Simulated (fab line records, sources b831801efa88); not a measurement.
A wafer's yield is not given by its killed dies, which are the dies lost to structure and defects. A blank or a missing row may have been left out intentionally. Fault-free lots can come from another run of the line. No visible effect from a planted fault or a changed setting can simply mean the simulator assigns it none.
The tool behind it: which one? :: flow sky130 :: 33 wafers from 11 lots sampled at 3 of the route's 708 steps

WHAT EACH GAUGE READ, for each wafer
SKY_POLY_GATE_OVL_MEAS_14.
lot: L327
measured: day 18 03:04
on: overlay-02
POLY_GATE_OVL (nm): 9 6 8

lot: L328
measured: day 18 14:58
on: overlay-01
POLY_GATE_OVL (nm): -3 1 -8

lot: L329
measured: day 19 00:49
on: overlay-02
POLY_GATE_OVL (nm): 9 9 8

lot: L330
measured: day 19 04:52
on: overlay-02
POLY_GATE_OVL (nm): 2 6 11

lot: L331
measured: day 19 21:13
on: overlay-01
POLY_GATE_OVL (nm): 6 11 11

lot: L337
measured: day 22 05:55
on: overlay-02
POLY_GATE_OVL (nm): 1 2 -1

lot: L338
measured: day 22 11:16
on: overlay-02
POLY_GATE_OVL (nm): 11 6 4

lot: L341
measured: day 23 20:48
on: overlay-01
POLY_GATE_OVL (nm): 5 6 -5

lot: L342
measured: day 24 06:47
on: overlay-01
POLY_GATE_OVL (nm): -4 -6 -7

lot: L343
measured: day 24 09:27
on: overlay-01
POLY_GATE_OVL (nm): -5 6 3

lot: L345
measured: day 24 13:03
on: overlay-02
POLY_GATE_OVL (nm): 2 12 12

EACH LOT AND THE TOOL THAT RAN IT (in order: tool; ch and the chambers of the sampled wafers; start)
lot: L327
SKY_VT_ADJUST_HVTR_STRIP_10: plasma asher-01 ch 0,1, day 10 21:47
SKY_SONOS_ONO_STRIP_17: plasma asher-04 ch 0,1, day 14 07:21

lot: L328
SKY_VT_ADJUST_HVTR_STRIP_10: plasma asher-01 ch 0,1, day 11 08:46
SKY_SONOS_ONO_STRIP_17: plasma asher-04 ch 0,1, day 14 17:50

lot: L329
SKY_VT_ADJUST_HVTR_STRIP_10: plasma asher-01 ch 0,1, day 11 14:35
SKY_SONOS_ONO_STRIP_17: plasma asher-01 ch 1, day 14 23:08

lot: L330
SKY_VT_ADJUST_HVTR_STRIP_10: plasma asher-03 ch 0,1, day 11 21:49
SKY_SONOS_ONO_STRIP_17: plasma asher-01 ch 0,1, day 15 06:32

lot: L331
SKY_VT_ADJUST_HVTR_STRIP_10: plasma asher-01 ch 0,1, day 12 07:26
SKY_SONOS_ONO_STRIP_17: plasma asher-03 ch 0,1, day 15 20:44

lot: L337
SKY_VT_ADJUST_HVTR_STRIP_10: plasma asher-02 ch 1, day 14 08:32
SKY_SONOS_ONO_STRIP_17: plasma asher-01 ch 0,1, day 18 02:56

lot: L338
SKY_VT_ADJUST_HVTR_STRIP_10: plasma asher-03 ch 0,1, day 14 14:02
SKY_SONOS_ONO_STRIP_17: plasma asher-04 ch 0,1, day 18 08:49

lot: L341
SKY_VT_ADJUST_HVTR_STRIP_10: plasma asher-03 ch 0,1, day 15 19:56
SKY_SONOS_ONO_STRIP_17: plasma asher-03 ch 0,1, day 19 17:32

lot: L342
SKY_VT_ADJUST_HVTR_STRIP_10: plasma asher-01 ch 0,1, day 16 02:07
SKY_SONOS_ONO_STRIP_17: plasma asher-01 ch 0,1, day 20 02:35

lot: L343
SKY_VT_ADJUST_HVTR_STRIP_10: plasma asher-03 ch 0,1, day 16 04:44
SKY_SONOS_ONO_STRIP_17: plasma asher-01 ch 0,1, day 20 06:41

lot: L345
SKY_VT_ADJUST_HVTR_STRIP_10: plasma asher-02 ch 0,1, day 16 10:44
SKY_SONOS_ONO_STRIP_17: plasma asher-01 ch 0,1, day 20 08:41
- SKY_VT_ADJUST_HVTR_STRIP_10: strips in O2/N2.
- SKY_SONOS_ONO_STRIP_17: strips in O2/N2.

AS READ BY THE TOOLS THEMSELVES (means over the sampled wafers that have a number; for cases with no such wafer, the mark the record gives instead)
SKY_VT_ADJUST_HVTR_STRIP_10.
lot: L327
tool: plasma asher-01
chamber pressure mTorr (mTorr): 1499.4
drypump motor current A (A): 5.74
n2 flow sccm (sccm): 299.7
oes product au (a.u.): 0.712
strip time to endpoint s (s): 14.17

lot: L328
tool: plasma asher-01
chamber pressure mTorr (mTorr): 1499.4
drypump motor current A (A): 5.74
n2 flow sccm (sccm): 300.7
oes product au (a.u.): 0.715
strip time to endpoint s (s): 14.18

lot: L329
tool: plasma asher-01
chamber pressure mTorr (mTorr): 1499.6
drypump motor current A (A): 5.73
n2 flow sccm (sccm): 298.9
oes product au (a.u.): 0.729
strip time to endpoint s (s): 13.86

lot: L330
tool: plasma asher-03
chamber pressure mTorr (mTorr): 1500.6
drypump motor current A (A): 6.16
n2 flow sccm (sccm): 299.6
oes product au (a.u.): 0.714
strip time to endpoint s (s): 14.17

lot: L331
tool: plasma asher-01
chamber pressure mTorr (mTorr): 1500.1
drypump motor current A (A): 5.74
n2 flow sccm (sccm): 300.2
oes product au (a.u.): 0.729
strip time to endpoint s (s): 13.80

lot: L337
tool: plasma asher-02
chamber pressure mTorr (mTorr): 1499.3
drypump motor current A (A): 5.71
n2 flow sccm (sccm): 299.4
oes product au (a.u.): 0.712
strip time to endpoint s (s): 14.14

lot: L338
tool: plasma asher-03
chamber pressure mTorr (mTorr): 1500.2
drypump motor current A (A): 6.32
n2 flow sccm (sccm): 299.8
oes product au (a.u.): 0.719
strip time to endpoint s (s): 14.15

lot: L341
tool: plasma asher-03
chamber pressure mTorr (mTorr): 1499.3
drypump motor current A (A): 6.15
n2 flow sccm (sccm): 299.0
oes product au (a.u.): 0.714
strip time to endpoint s (s): 14.11

lot: L342
tool: plasma asher-01
chamber pressure mTorr (mTorr): 1500.3
drypump motor current A (A): 5.72
n2 flow sccm (sccm): 298.9
oes product au (a.u.): 0.720
strip time to endpoint s (s): 14.15

lot: L343
tool: plasma asher-03
chamber pressure mTorr (mTorr): 1499.2
drypump motor current A (A): 6.15
n2 flow sccm (sccm): 300.9
oes product au (a.u.): 0.716
strip time to endpoint s (s): 14.14

lot: L345
tool: plasma asher-02
chamber pressure mTorr (mTorr): 1500.4
drypump motor current A (A): 5.68
n2 flow sccm (sccm): 299.5
oes product au (a.u.): 0.718
strip time to endpoint s (s): 14.13

SKY_SONOS_ONO_STRIP_17.
lot: L327
tool: plasma asher-04
chamber pressure mTorr (mTorr): 1499.2
drypump motor current A (A): 6.03
n2 flow sccm (sccm): 300.3
oes product au (a.u.): 0.706
strip time to endpoint s (s): 14.10

lot: L328
tool: plasma asher-04
chamber pressure mTorr (mTorr): 1501.8
drypump motor current A (A): 6.04
n2 flow sccm (sccm): 301.1
oes product au (a.u.): 0.711
strip time to endpoint s (s): 14.05

lot: L329
tool: plasma asher-01
chamber pressure mTorr (mTorr): 1500.5
drypump motor current A (A): 6.02
n2 flow sccm (sccm): 299.6
oes product au (a.u.): 0.712
strip time to endpoint s (s): 14.04

lot: L330
tool: plasma asher-01
chamber pressure mTorr (mTorr): 1500.4
drypump motor current A (A): 5.88
n2 flow sccm (sccm): 299.8
oes product au (a.u.): 0.715
strip time to endpoint s (s): 14.05

lot: L331
tool: plasma asher-03
chamber pressure mTorr (mTorr): 1501.0
drypump motor current A (A): 6.15
n2 flow sccm (sccm): 299.5
oes product au (a.u.): 0.712
strip time to endpoint s (s): 14.05

lot: L337
tool: plasma asher-01
chamber pressure mTorr (mTorr): 1499.9
drypump motor current A (A): 5.72
n2 flow sccm (sccm): 300.1
oes product au (a.u.): 0.707
strip time to endpoint s (s): 14.05

lot: L338
tool: plasma asher-04
chamber pressure mTorr (mTorr): 1499.6
drypump motor current A (A): 6.06
n2 flow sccm (sccm): 300.1
oes product au (a.u.): 0.707
strip time to endpoint s (s): 14.05

lot: L341
tool: plasma asher-03
chamber pressure mTorr (mTorr): 1500.3
drypump motor current A (A): 6.15
n2 flow sccm (sccm): 300.0
oes product au (a.u.): 0.709
strip time to endpoint s (s): 14.17

lot: L342
tool: plasma asher-01
chamber pressure mTorr (mTorr): 1499.3
drypump motor current A (A): 5.90
n2 flow sccm (sccm): 300.2
oes product au (a.u.): 0.711
strip time to endpoint s (s): 14.15

lot: L343
tool: plasma asher-01
chamber pressure mTorr (mTorr): 1499.3
drypump motor current A (A): 5.73
n2 flow sccm (sccm): 300.4
oes product au (a.u.): 0.713
strip time to endpoint s (s): 14.13

lot: L345
tool: plasma asher-01
chamber pressure mTorr (mTorr): 1498.0
drypump motor current A (A): 5.88
n2 flow sccm (sccm): 300.0
oes product au (a.u.): 0.714
strip time to endpoint s (s): 14.17

THE ANSWER, worked out from the rows above alone
Rule: the lots themselves supply what counts as usual. The widest of any qualifying gaps counts: lots, ordered by their means at a reading, are off when they make up no more than a third of the lots, leave a main group of 4 or more, and stand apart from it by 3 or more times the standard deviation of that group's means. A main group whose means are all the same, to the digits that the tables above print for the reading, isn't used. Also off: a lot with no number at a reading for which 4 or more lots have one. Any other lot the step has rows for is counted as sound. The gauges are gone through in route order, then the tools' own readings, and for those a lot's mean is taken as printed above. The first step at which some lot is off is used, and at that step the reading that is off furthest; a lot without a number counts as furthest.
Off at SKY_VT_ADJUST_HVTR_STRIP_10 (strip time to endpoint s): L329, L331. Mean 14.15 s and standard deviation 0.021 in the main group.
A tool fits if, at that step or a process step before it, it ran every lot that is off, and no sound lot after the first of them. None of those tried fits.

WHAT THE SIMULATOR PUT IN
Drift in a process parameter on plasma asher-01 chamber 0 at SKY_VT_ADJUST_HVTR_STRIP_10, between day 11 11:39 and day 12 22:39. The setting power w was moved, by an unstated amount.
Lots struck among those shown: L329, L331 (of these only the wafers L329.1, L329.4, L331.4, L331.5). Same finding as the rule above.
